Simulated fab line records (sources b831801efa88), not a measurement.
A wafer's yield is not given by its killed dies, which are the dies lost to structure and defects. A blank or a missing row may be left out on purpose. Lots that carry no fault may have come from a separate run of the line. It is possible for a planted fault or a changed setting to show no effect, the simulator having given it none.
fab line records	flow sky130
record: lots: 6	wafers: 18	lastDay: 50
route steps=708 shown VT_ADJUST_HVTP@93 VT_ADJUST_LVTN@97 PAD_OPEN@708
lots untouched by any fault: they come from a run of this same line in which no faults occurred
startH: hours from the record's opening day to when the first of the lot's shown wafers began	waitH: hours from the lot's prior step to this one	" identical to the entry in the row above	L1.1+2: a row that stands for several wafers	- no value, or no start was given	* or withheld: withheld	< > ~ a bound
route shown NAME@n: a module of which the file shows steps, and the number in the route of the first	usual: mean/standard deviation of fault-free wafers	same: alike in all rows	chamber/n: place in a boat	sites: the reading at each site	_std_site: the standard deviation of these	_edge_site: outer sites' mean less inner sites'	radiusMm: for every site, how far away it sits from the centre of the wafer	mask NAME#n: copy n	behind: the most recent tool/chamber to have shaped the wafer	hold: what put the lot on hold/how long, in hours/how the hold closed	device: which transistor (n, p or np) failed to switch	end of line: the route-end tests of the same wafers	a step given without rows: its recipe and nothing more	killed: count of dies lost to structure and defects at first sort (not the wafer's yield)	map: per-die view of a wafer (x killed, . not killed, _ where there is no die)
set.NAME: the setting that was run; set.NAME@STEP: the one run at that earlier step	model.NAME: the simulator's own value behind a step, which no gauge read
a table for each step, a row for each wafer; lots at some steps of the route
services: a tool's chamber out of use, with start hour (startH, from the record's first day; less than 0 if before it), hours out, and reason
== steps ==
step: SKY_VT_ADJUST_HVTP_OVL_MEAS_08
usual: VT_ADJUST_HVTP_OVL: 1.4/1.2
lot.wafer	tool	chamber	startH	waitH	VT_ADJUST_HVTP_OVL[nm]
L717.1	overlay-01	-	165.17	0.1	2.8
L717.5	"	-	"	"	3.0
L717.6	"	-	"	"	3.4
L718.1	overlay-02	-	171.40	0.1	4.4
L718.3	"	-	"	"	-0.2
L718.6	"	-	"	"	2.2
L723.3	overlay-02	-	200.40	0.1	1.1
L723.4	"	-	"	"	1.5
L723.6	"	-	"	"	1.2
L725.1	overlay-01	-	213.00	0.1	3.0
L725.4	"	-	"	"	2.8
L725.5	"	-	"	"	1.8
L730.2	overlay-01	-	254.56	0.1	0.3
L730.3	"	-	"	"	0.2
L730.4	"	-	"	"	-0.9
L733.1	overlay-01	-	271.43	0.1	0.6
L733.3	"	-	"	"	-0.8
L733.5	"	-	"	"	-0.6
step: SKY_VT_ADJUST_HVTP_IMPLANT_09
recipe: species: As	energyKev: 150	doseCm2: 4.3e+12	tiltDeg: withheld
step: SKY_VT_ADJUST_HVTP_STRIP_10
recipe: chemistry: O2/N2	powerW: 1400	pressureMtorr: 1500	platenTempC: withheld	o2FlowSccm: 3000	n2FlowSccm: 300	overashFraction: 0.5
usual: drypumpMotorCurrentA: 5.7/0.31	oesProductAu: 0.717/0.0042	stripTimeToEndpointS: 14.17/0.039
lot.wafer	tool	chamber	startH	waitH	drypumpMotorCurrentA	oesProductAu	rfHoursCounterH	stripTimeToEndpointS
L717.1	plasmaAsher-04	0	165.35	0.1	6.1	0.713	4	14.14
L717.5	"	1	"	"	5.7	0.714	-	14.12
L717.6	"	0	"	"	6.1	0.719	-	14.10
L718.1	plasmaAsher-03	1	171.59	0.1	5.9	0.716	50	14.18
L718.3	"	1	"	"	5.9	0.717	-	14.20
L718.6	"	0	"	"	5.2	0.723	-	14.15
L723.3	plasmaAsher-03	0	200.60	0.1	5.2	0.713	-	14.21
L723.4	"	1	"	"	5.9	0.718	-	14.19
L723.6	"	0	"	"	5.2	0.714	-	14.21
L725.1	plasmaAsher-01	1	213.19	0.1	5.4	0.715	53	14.17
L725.4	"	0	"	"	5.6	0.720	-	14.15
L725.5	"	1	"	"	5.4	0.720	-	14.20
L730.2	plasmaAsher-03	0	254.74	0.1	5.2	0.721	57	14.20
L730.3	"	1	"	"	5.9	0.717	-	14.24
L730.4	"	0	"	"	5.2	0.715	-	14.21
L733.1	plasmaAsher-04	0	271.62	0.1	6.1	0.716	15	14.10
L733.3	"	1	"	"	5.7	0.724	-	14.13
L733.5	"	1	"	"	5.7	0.719	-	14.15
step: SKY_VT_ADJUST_HVTP_TW_MEAS_11
usual: VT_ADJUST_HVTP_TW: 1350/12
lot.wafer	tool	chamber	startH	waitH	VT_ADJUST_HVTP_TW
L717.1	filmMetro-02	-	165.45	0.1	1361
L717.5	"	-	"	"	1363
L717.6	"	-	"	"	1366
L718.1	filmMetro-03	-	171.69	0.1	1342
L718.3	"	-	"	"	1347
L718.6	"	-	"	"	1347
L723.3	filmMetro-03	-	200.69	0.1	1356
L723.4	"	-	"	"	1362
L723.6	"	-	"	"	1357
L725.1	filmMetro-04	-	213.29	0.1	1339
L725.4	"	-	"	"	1331
L725.5	"	-	"	"	1339
L730.2	filmMetro-02	-	254.85	0.1	1365
L730.3	"	-	"	"	1366
L730.4	"	-	"	"	1368
L733.1	filmMetro-03	-	271.72	0.1	1353
L733.3	"	-	"	"	1362
L733.5	"	-	"	"	1357
step: SKY_VT_ADJUST_LVTN_DEHYDRATE_00
recipe: tempC: 200	timeS: 60
step: SKY_VT_ADJUST_LVTN_HMDS_01
recipe: primeTimeS: 60	primeTempC: 120
step: SKY_VT_ADJUST_LVTN_COAT_02
recipe: spinRpm: 2000	resistThkNm: 3000
step: SKY_VT_ADJUST_LVTN_SOFTBAKE_03
recipe: tempC: 110	timeS: withheld
step: SKY_VT_ADJUST_LVTN_EXPOSE_04
recipe: maskId: NWM_COMPLEMENT_LESS_NATIVE	na: 0.6	sourceShape: conventional	sigmaOuter: 0.6	polarization: unpolarized	targetCdNm: 840	doseMj: 194
step: SKY_VT_ADJUST_LVTN_PEB_05
recipe: tempC: 115	timeS: withheld
step: SKY_VT_ADJUST_LVTN_DEVELOP_06
recipe: wallAngleDeg: 90	developer: TMAH	developTimeS: 60	devTempC: 23
step: SKY_VT_ADJUST_LVTN_OVL_MEAS_07
usual: VT_ADJUST_LVTN_OVL: 0.8/1.3
lot.wafer	tool	chamber	startH	waitH	VT_ADJUST_LVTN_OVL[nm]
L717.1	overlay-02	-	185.46	-	-1.4
L717.5	"	-	"	"	-0.1
L717.6	"	-	"	"	-2.3
L718.1	overlay-01	-	191.35	-	1.6
L718.3	"	-	"	"	0.2
L718.6	"	-	"	"	0.7
L723.3	overlay-01	-	221.89	-	-0.2
L723.4	"	-	"	"	-1.2
L723.6	"	-	"	"	-0.9
L725.1	overlay-02	-	235.65	-	2.2
L725.4	"	-	"	"	1.7
L725.5	"	-	"	"	1.9
L730.2	overlay-01	-	278.80	-	0.7
L730.3	"	-	"	"	1.1
L730.4	"	-	"	"	-0.3
L733.1	overlay-02	-	295.95	-	0.0
L733.3	"	-	"	"	1.7
L733.5	"	-	"	"	0.6
step: SKY_VT_ADJUST_LVTN_IMPLANT_08
recipe: species: B	energyKev: 30	doseCm2: 1.57e+12	tiltDeg: withheld
lot.wafer	tool	chamber	startH	waitH
L717.1+5+6	implanter-03	0	185.50	0.0
L718.1+3+6	implanter-03	0	191.38	0.0
L723.3+4+6	implanter-01	0	221.96	0.1
L725.1+4+5	implanter-01	0	235.68	0.0
L730.2+3+4	implanter-03	0	278.86	0.0
L733.1+3+5	implanter-01	0	295.98	0.0
step: SKY_VT_ADJUST_LVTN_STRIP_09
recipe: chemistry: O2/N2	powerW: 1400	pressureMtorr: 1500	platenTempC: withheld	o2FlowSccm: 3000	n2FlowSccm: 300	overashFraction: 0.5
usual: drypumpMotorCurrentA: 5.71/0.3	oesProductAu: 0.722/0.0046	stripTimeToEndpointS: 36.87/0.085
lot.wafer	tool	chamber	startH	waitH	drypumpMotorCurrentA	oesProductAu	rfHoursCounterH	stripTimeToEndpointS
L717.1	plasmaAsher-02	0	185.65	0.1	5.41	0.723	36	36.99
L717.5	"	0	"	"	5.36	0.722	-	36.91
L717.6	"	1	"	"	5.72	0.720	-	37.01
L718.1	plasmaAsher-04	0	191.53	0.1	6.10	0.733	7	36.86
L718.3	"	0	"	"	6.09	0.720	-	36.95
L718.6	"	1	"	"	5.73	0.719	-	36.94
L723.3	plasmaAsher-02	0	222.10	0.1	5.36	0.723	-	36.70
L723.4	"	1	"	"	5.75	0.726	-	36.81
L723.6	"	1	"	"	5.72	0.725	-	36.68
L725.1	plasmaAsher-02	0	235.83	0.1	5.38	0.723	41	36.95
L725.4	"	0	"	"	5.38	0.715	-	36.84
L725.5	"	1	"	"	5.70	0.717	-	36.89
L730.2	plasmaAsher-03	0	278.98	0.1	5.20	0.720	60	36.87
L730.3	"	0	"	"	5.20	0.723	-	36.92
L730.4	"	1	"	"	5.91	0.722	-	36.92
L733.1	plasmaAsher-04	1	296.13	0.1	5.75	0.717	17	36.86
L733.3	"	0	"	"	6.11	0.724	-	36.89
L733.5	"	1	"	"	5.74	0.717	-	36.78
step: SKY_VT_ADJUST_LVTN_TW_MEAS_10
usual: VT_ADJUST_LVTN_TW: 241.3/1.7
lot.wafer	tool	chamber	startH	waitH	VT_ADJUST_LVTN_TW
L717.1	filmMetro-03	-	185.75	0.1	231.7
L717.5	"	-	"	"	239.5
L717.6	"	-	"	"	240.0
L718.1	filmMetro-02	-	191.63	0.1	236.2
L718.3	"	-	"	"	244.0
L718.6	"	-	"	"	244.4
L723.3	filmMetro-03	-	222.18	0.1	239.8
L723.4	"	-	"	"	240.5
L723.6	"	-	"	"	240.3
L725.1	filmMetro-01	-	235.93	0.1	240.9
L725.4	"	-	"	"	238.6
L725.5	"	-	"	"	239.3
L730.2	filmMetro-03	-	279.09	0.1	241.4
L730.3	"	-	"	"	241.6
L730.4	"	-	"	"	242.3
L733.1	filmMetro-03	-	296.23	0.1	242.1
L733.3	"	-	"	"	242.9
L733.5	"	-	"	"	243.2
step: SKY_VT_ADJUST_LVTN_DEHYDRATE_11
recipe: tempC: 200	timeS: 60
step: SKY_PAD_OPEN_PROBE_99
usual: killed_at_M0_to_M3: 45/6.6	killed_at_M4_up: 3.1/1.6	killedAtContacts: 24/5	killedAtFrontEnd: 14/4.4	killedAtOther: 0.3/0.58	killedDies: 87/9.2	killedOpen: 47/6.7	killedShort: 40/6.4
same: grossDies: 492	killedAtBackSide: 0
lot.wafer	tool	chamber	startH	waitH	killed_at_M0_to_M3	killed_at_M4_up	killedAtContacts	killedAtFrontEnd	killedAtOther	killedDies	killedOpen	killedShort	model.etest.nfet_01v8_lvt.bodyRiseV
L717.1	prober-02	-	1118.34	0.1	52	2	29	21	0	104	55	49	0.1444
L717.5	prober-02	-	1118.54	0.2	54	7	25	6	0	92	54	38	0.1472
L717.6	prober-02	-	1118.59	0.2	48	4	25	13	0	90	51	39	0.1487
L718.1	prober-01	-	1121.63	0.1	30	3	28	15	0	76	46	30	0.1443
L718.3	prober-01	-	1121.73	0.2	53	6	19	14	1	93	48	45	0.1501
L718.6	prober-01	-	1121.88	0.2	39	1	24	20	0	84	52	32	0.1498
L723.3	prober-02	-	1146.23	0.2	46	4	25	8	0	83	40	43	0.1507
L723.4	prober-02	-	1146.28	0.2	55	2	20	13	0	90	49	41	0.1519
L723.6	prober-02	-	1146.38	0.2	44	3	19	16	0	82	40	42	0.1509
L725.1	prober-02	-	1157.11	0.1	34	3	25	11	0	73	37	36	0.1451
L725.4	prober-02	-	1157.26	0.2	41	5	21	28	0	95	58	37	0.1444
L725.5	prober-02	-	1157.31	0.2	50	6	29	14	2	101	53	48	0.1438
L730.2	prober-02	-	1184.95	0.1	51	1	29	16	0	97	58	39	0.1439
L730.3	prober-02	-	1185.00	0.2	49	4	22	15	0	90	60	30	0.1476
L730.4	prober-02	-	1185.05	0.2	47	2	20	21	0	90	46	44	0.1456
L733.1	prober-02	-	1200.70	0.1	39	2	25	7	3	76	37	39	0.1519
L733.3	prober-02	-	1200.80	0.2	55	3	27	14	0	99	55	44	0.1528
L733.5	prober-02	-	1200.90	0.2	48	2	21	14	0	85	44	41	0.1501
killed by level:class
L717.1 CONTACT:geometricParticle:open=13 VIA1:geometricParticle:open=10 VIA3:geometricParticle:short=8 VIA3:geometricParticle:open=8 POLY_GATE:geometricParticle:short=7 POLY_GATE:geometricParticle:open=7 METAL3:geometricParticle:short=6 LI_CONTACT:geometricParticle:open=6
L717.5 CONTACT:geometricParticle:open=11 VIA2:geometricParticle:open=11 VIA1:geometricParticle:open=10 VIA3:geometricParticle:open=6 VIA1:geometricParticle:short=6 LOCAL_INTERCONNECT:geometricParticle:short=5 LI_CONTACT:geometricParticle:open=5 METAL1:geometricParticle:short=5
L717.6 VIA1:geometricParticle:open=13 LI_CONTACT:geometricParticle:open=8 CONTACT:geometricParticle:open=8 METAL2:geometricParticle:short=8 POLY_GATE:geometricParticle:open=4 VIA2:geometricParticle:short=4 CONTACT:geometricParticle:short=4 VIA1:geometricParticle:short=4
L718.1 VIA1:geometricParticle:open=10 LI_CONTACT:geometricParticle:open=9 CONTACT:geometricParticle:open=9 FIELD_ISO:geometricParticle:open=8 METAL2:geometricParticle:short=6 METAL1:geometricParticle:short=5 CONTACT:geometricParticle:short=5 POLY_GATE:geometricParticle:short=4
L718.3 VIA3:geometricParticle:open=12 CONTACT:geometricParticle:open=8 VIA2:geometricParticle:open=7 VIA1:geometricParticle:open=7 CONTACT:geometricParticle:short=6 METAL1:geometricParticle:open=6 FIELD_ISO:geometricParticle:short=5 VIA2:geometricParticle:short=5
L718.6 CONTACT:geometricParticle:open=11 VIA1:geometricParticle:open=10 POLY_GATE:geometricParticle:open=7 POLY_GATE:geometricParticle:short=5 LI_CONTACT:geometricParticle:open=5 FIELD_ISO:geometricParticle:short=4 METAL1:geometricParticle:open=4 LI_CONTACT:geometricParticle:short=4
L723.3 VIA1:geometricParticle:open=13 CONTACT:geometricParticle:open=7 LI_CONTACT:geometricParticle:open=6 LOCAL_INTERCONNECT:geometricParticle:short=6 METAL1:geometricParticle:short=6 VIA3:geometricParticle:open=5 VIA1:geometricParticle:short=5 VIA2:geometricParticle:open=5
L723.4 CONTACT:geometricParticle:open=11 VIA2:geometricParticle:open=10 VIA3:geometricParticle:open=9 VIA1:geometricParticle:open=7 METAL3:geometricParticle:short=6 VIA1:geometricParticle:short=5 METAL2:geometricParticle:short=5 FIELD_ISO:geometricParticle:open=4
L723.6 CONTACT:geometricParticle:open=9 METAL2:geometricParticle:short=8 VIA3:geometricParticle:open=7 FIELD_ISO:geometricParticle:open=6 METAL1:geometricParticle:short=6 VIA2:geometricParticle:open=5 VIA1:geometricParticle:short=4 POLY_GATE:geometricParticle:short=4
L725.1 CONTACT:geometricParticle:open=9 VIA1:geometricParticle:open=8 LI_CONTACT:geometricParticle:open=7 METAL2:geometricParticle:short=6 CONTACT:geometricParticle:short=6 METAL1:geometricParticle:short=6 FIELD_ISO:geometricParticle:short=3 POLY_GATE:geometricParticle:short=3
L725.4 VIA1:geometricParticle:open=12 VIA3:geometricParticle:open=8 FIELD_ISO:geometricParticle:open=6 POLY_GATE:geometricParticle:short=6 POLY_GATE:geometricParticle:open=6 LI_CONTACT:geometricParticle:open=6 LOCAL_INTERCONNECT:geometricParticle:short=5 CONTACT:geometricParticle:open=5
L725.5 VIA1:geometricParticle:open=15 CONTACT:geometricParticle:open=10 CONTACT:geometricParticle:short=8 VIA2:geometricParticle:short=6 METAL1:geometricParticle:short=6 FIELD_ISO:geometricParticle:open=5 LI_CONTACT:geometricParticle:open=5 VIA2:geometricParticle:open=5
L730.2 VIA1:geometricParticle:open=16 CONTACT:geometricParticle:open=9 LI_CONTACT:geometricParticle:open=8 VIA2:geometricParticle:open=8 LOCAL_INTERCONNECT:geometricParticle:short=7 METAL2:geometricParticle:short=6 POLY_GATE:geometricParticle:open=6 VIA3:geometricParticle:open=6
L730.3 VIA1:geometricParticle:open=15 VIA3:geometricParticle:open=8 CONTACT:geometricParticle:open=8 LI_CONTACT:geometricParticle:open=7 VIA2:geometricParticle:open=7 FIELD_ISO:geometricParticle:open=5 FIELD_ISO:geometricParticle:short=4 CONTACT:geometricParticle:short=4
L730.4 VIA3:geometricParticle:open=11 LI_CONTACT:geometricParticle:open=8 METAL1:geometricParticle:short=8 METAL2:geometricParticle:short=7 VIA1:geometricParticle:open=6 FIELD_ISO:geometricParticle:open=5 POLY_GATE:geometricParticle:short=5 FIELD_ISO:geometricParticle:short=4
L733.1 LI_CONTACT:geometricParticle:open=10 VIA2:geometricParticle:open=9 METAL2:geometricParticle:short=8 VIA1:geometricParticle:open=8 METAL1:geometricParticle:short=7 CONTACT:geometricParticle:open=5 CONTACT:geometricParticle:short=4 LI_CONTACT:geometricParticle:short=3
L733.3 VIA2:geometricParticle:open=12 VIA1:geometricParticle:open=11 CONTACT:geometricParticle:open=10 CONTACT:geometricParticle:short=7 METAL1:geometricParticle:short=7 LI_CONTACT:geometricParticle:open=6 VIA1:geometricParticle:short=6 VIA3:geometricParticle:open=5
L733.5 VIA1:geometricParticle:open=12 VIA1:geometricParticle:short=8 CONTACT:geometricParticle:open=7 LI_CONTACT:geometricParticle:open=6 VIA2:geometricParticle:open=5 VIA2:geometricParticle:short=5 VIA3:geometricParticle:open=5 FIELD_ISO:geometricParticle:short=4
== services ==
tool	chamber	startH	hours	kind
implanter-01	-	143.30	56.3	repair
plasmaAsher-02	-	157.88	2.9	repair
plasmaAsher-01	-	188.37	2.8	pm
plasmaAsher-03	-	207.66	15.6	pm
plasmaAsher-01	-	207.74	0.8	repair
implanter-01	-	228.37	2.1	repair
implanter-01	-	249.40	2.1	repair
implanter-03	-	259.18	1.1	repair
implanter-01	-	274.72	5.3	pm
implanter-03	-	295.41	3.6	repair
== key ==
firstSign: step: SKY_VT_ADJUST_LVTN_TW_MEAS_10	reading: VT_ADJUST_LVTN_TW	direction: down	sigmas: 4.4	usual: 241.3	struck: 234.0
effect none on later readings
modelEffect: step: SKY_PAD_OPEN_PROBE_99	value: etest.nfet_01v8_lvt.bodyRiseV	without: 0.1487	struck: 0.1444
metAt SKY_VT_ADJUST_LVTN_IMPLANT_08
struckWafers L717.1,L718.1
testerLeftOut L717,L718
fault: kind: processParameterDrift	tool: implanter-03	chamber: -	onsetH: 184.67	steps: SKY_VT_ADJUST_LVTN_IMPLANT_08	channel: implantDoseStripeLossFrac	offset: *	shape: step	endH: 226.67	scope: struckWafersOnly
testerLeftOut: of these lots the tester's yield and bins aren't shown, on N5 and GAA mostly nor the transistor test; their killed dies are dies lost to structure and defects alone, not to doping, threshold or leakage, so they don't give the yield
